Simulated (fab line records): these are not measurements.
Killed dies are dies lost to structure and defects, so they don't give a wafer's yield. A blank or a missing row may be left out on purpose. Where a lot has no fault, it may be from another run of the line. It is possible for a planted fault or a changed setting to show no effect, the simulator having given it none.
Comparing a struck lot with a sound one / flow sky130 / 17 steps out of a route of 708
Sound: these wafers, L624.1, L624.4, L624.6. The struck wafers were L621.2, L621.5, L621.6. At the end, the cause is stated.
At each step with rows: each side's tool, then ch and its chambers, then its first start. Under that, the readings that differ: sound wafers / struck wafers / difference of the means / sigmas: that difference in standard deviations of wafers without a fault.
alike: a reading whose means differ by less than 2 such deviations, as well as words and numbers matching on both sides. not compared: withheld readings; readings where some wafer has no value; bounds like >300 that might hide an equal value; numbers whose values overlap and for which the record gives no deviation.
Wherever a step has rows on one side only, a row that says differs or no value, or a row with sigmas, the two part there. Numbers that have no deviation but don't overlap get no sigmas and don't part them. A reading that every wafer of one side lacks parts them only if that side has two wafers or more.

SKY_LDD_HVN_OVL_MEAS_07:
  sound on overlay-01 at day 25 14:44; struck on overlay-02 at day 24 22:33
  alike: LDD_HVN_OVL
following that, these wafers have no rows for 1 step: SKY_LDD_HVN_IMPLANT_08.
SKY_LDD_HVN_STRIP_09: strips in O2/N2.
  sound on plasma-asher-04 ch 0, day 25 14:56; struck on plasma-asher-01 ch 0,1, day 24 22:44
reading=drypump-motor-current-A (A); sound=5.4 5.4 5.4; struck=6.6 6.6 6.1; difference=+1.0; sigmas=+2
  alike: oes-product-au, strip-time-to-endpoint-s
  not compared: rf-hours-counter-h
SKY_LDD_HVN_TW_MEAS_10:
  sound on film-metro-04 at day 25 15:04; struck on film-metro-02 at day 24 22:50
  alike: LDD_HVN_TW
then, 7 steps without rows for these wafers: SKY_LDD_HVP_DEHYDRATE_00 (time 60 s); SKY_LDD_HVP_HMDS_01 (prime time 60 s); SKY_LDD_HVP_COAT_02 (resist thk 300 nm); SKY_LDD_HVP_SOFTBAKE_03 (time 60 s); SKY_LDD_HVP_EXPOSE_04 (exposes mask HVPTM, target cd 700 nm); SKY_LDD_HVP_PEB_05; SKY_LDD_HVP_DEVELOP_06 (develop time 60 s).
SKY_LDD_HVP_OVL_MEAS_07:
  sound on overlay-02 at day 26 19:39; struck on overlay-02 at day 26 03:50
  alike: LDD_HVP_OVL
SKY_LDD_HVP_IMPLANT_08:
  sound on implanter-01 ch 0, day 26 19:41; struck on implanter-03 ch 0, day 26 03:53
reading=dose-ions-cm2; sound=1.6987e+13 1.6997e+13 1.6989e+13; struck=7.877e+12 7.874e+12 7.86e+12; difference=-9.121e+12; sigmas=-99 or more
reading=faraday-current-uA; sound=96.1 99.3 97.2; struck=43.7 42.9 44.2; difference=-53.9; sigmas=-30
  alike: beam-on-s
SKY_LDD_HVP_STRIP_09: strips in O2/N2.
  sound on plasma-asher-04 ch 0, day 26 19:50; struck on plasma-asher-02 ch 0,1, day 26 04:01
  alike: drypump-motor-current-A, oes-product-au, strip-time-to-endpoint-s
  not compared: rf-hours-counter-h
SKY_LDD_HVP_TW_MEAS_10:
  sound on film-metro-01 at day 26 19:56; struck on film-metro-03 at day 26 04:07
reading=LDD_HVP_TW; sound=461.2 459.4 457.3; struck=362.9 364.2 363.4; difference=-95.8; sigmas=-48
then, 1 step without rows for these wafers: SKY_LDD_LDN_DEHYDRATE_00 (time 60 s).
-- a jump in the record: the struck wafers' starts before and after are 23 days apart (it breaks off in module LDD_LDN and resumes in module PAD_OPEN, where the first step shown is number 708 of the route) --
SKY_PAD_OPEN_PROBE_99:
  sound on prober-02 at day 49 03:07; struck on prober-02 at day 48 18:19
reading=model.etest.tip_p_5v.rs-ohm-sq; sound=2859 2851 2839; struck=5092 5097 5099; difference=+2246; sigmas=
reading=model.etest.pfet-g5v0d10v5.r-on-ohm-um; sound=4693 4730 4690; struck=4977 4916 5064; difference=+281; sigmas=
reading=model.etest.tip_p_5v.rs-ohm-sq-range; sound=58.77 63.98 93.02; struck=235.2 238.8 129.9; difference=+129.4; sigmas=
reading=model.etest.pfet-g5v0d10v5.drive-ua-um; sound=346.9 340.4 345.2; struck=322.7 324.7 317.3; difference=-22.6; sigmas=
reading=model.etest.ring_5v.delay-ps; sound=44.27 44.42 44.57; struck=44.99 44.81 45.38; difference=+0.64; sigmas=
reading=model.etest.pfet-g5v0d10v5.off-log10-a-um; sound=-12.03 -12.16 -11.99; struck=-13.19 -12.96 -13.17; difference=-1.05; sigmas=
reading=model.etest.pfet-g5v0d10v5.vt-sat-v (V); sound=-0.5948 -0.6148 -0.5818; struck=-0.6999 -0.6606 -0.7069; difference=-0.0920; sigmas=
  alike: killed_at_M0_to_M3, killed_at_M4_up, killed-at-contacts, killed-at-front-end, killed-at-other, killed-dies, killed-open, killed-short

## WHERE THEY PART
At SKY_LDD_HVN_STRIP_09 first; at SKY_LDD_HVP_TW_MEAS_10 last (within this record only). Later steps at which nothing parts them and some readings are alike: SKY_PAD_OPEN_PROBE_99.

WHY: the cause the simulator had injected
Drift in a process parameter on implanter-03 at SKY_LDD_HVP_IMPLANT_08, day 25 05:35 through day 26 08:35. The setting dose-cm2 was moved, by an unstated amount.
